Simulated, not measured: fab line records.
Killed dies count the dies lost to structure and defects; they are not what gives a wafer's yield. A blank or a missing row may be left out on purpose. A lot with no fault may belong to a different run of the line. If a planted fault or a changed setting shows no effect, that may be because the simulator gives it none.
Chamber matching + flow sky130 + SKY_VIA2_CMP_24 on cmp-02 has 4 sister chambers
The step polishes, stops on SiO2, t overpolish 20 s, target thk 0 nm. 8 wafers are shown with their chamber, then 6 later ones without.

## EACH WAFER AND ITS CHAMBER
| wafer  | chamber | time to endpoint s (s) | motor current A (A) |
|--------|---------|------------------------|---------------------|
| L857.4 | 0       | 95                     | 10.2                |
| L859.2 | 1       | 100                    | 10.4                |
| L859.5 | 2       | 97                     | 11.0                |
| L870.1 | 3       | 100                    | 10.0                |
| L870.3 | 1       | 96                     | 10.9                |
| L870.4 | 2       | 100                    | 10.8                |
| L871.2 | 0       | 97                     | 10.9                |
| L871.6 | 3       | 102                    | 10.2                |

## WAFERS WHOSE CHAMBER IS MISSING
| wafer  | time to endpoint s (s) | motor current A (A) |
|--------|------------------------|---------------------|
| L875.1 | 103                    | 9.7                 |
| L875.3 | 100                    | 10.6                |
| L875.4 | 100                    | 10.5                |
| L877.1 | 100                    | 10.3                |
| L877.3 | 99                     | 10.5                |
| L877.5 | 101                    | 10.4                |

## THE CHAMBER EACH PASSED THROUGH
| wafer  | from the rows above               | in truth |
|--------|-----------------------------------|----------|
| L875.1 | 3                                 | 3        |
| L875.3 | can't be placed: 1 or 2 or 3 or 0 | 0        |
| L875.4 | can't be placed: 1 or 3 or 2 or 0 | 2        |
| L877.1 | can't be placed: 3 or 1 or 2 or 0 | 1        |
| L877.3 | can't be placed: 1 or 2 or 0 or 3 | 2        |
| L877.5 | can't be placed: 3 or 1 or 2 or 0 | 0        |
1 of 6 placed correctly. Cannot be placed on the basis of these rows: 5; the candidates contain the true chamber in 5. 0 placed wrongly.
How it was worked out, from the rows above alone: a wafer's distance from a chamber is the root of the sum, over the readings, of the square of ((its reading less the chamber's mean) divided by the reading's scatter). If the next closest chamber is less than 2 further off than the closest, the wafer can't be placed; otherwise it belongs to the closest. The mean given for a chamber averages the wafers shown for that chamber. How the scatter is found: for the shown wafers, subtract from each reading the mean of its chamber, square and add these, divide the total by (wafers less chambers), then take the root.
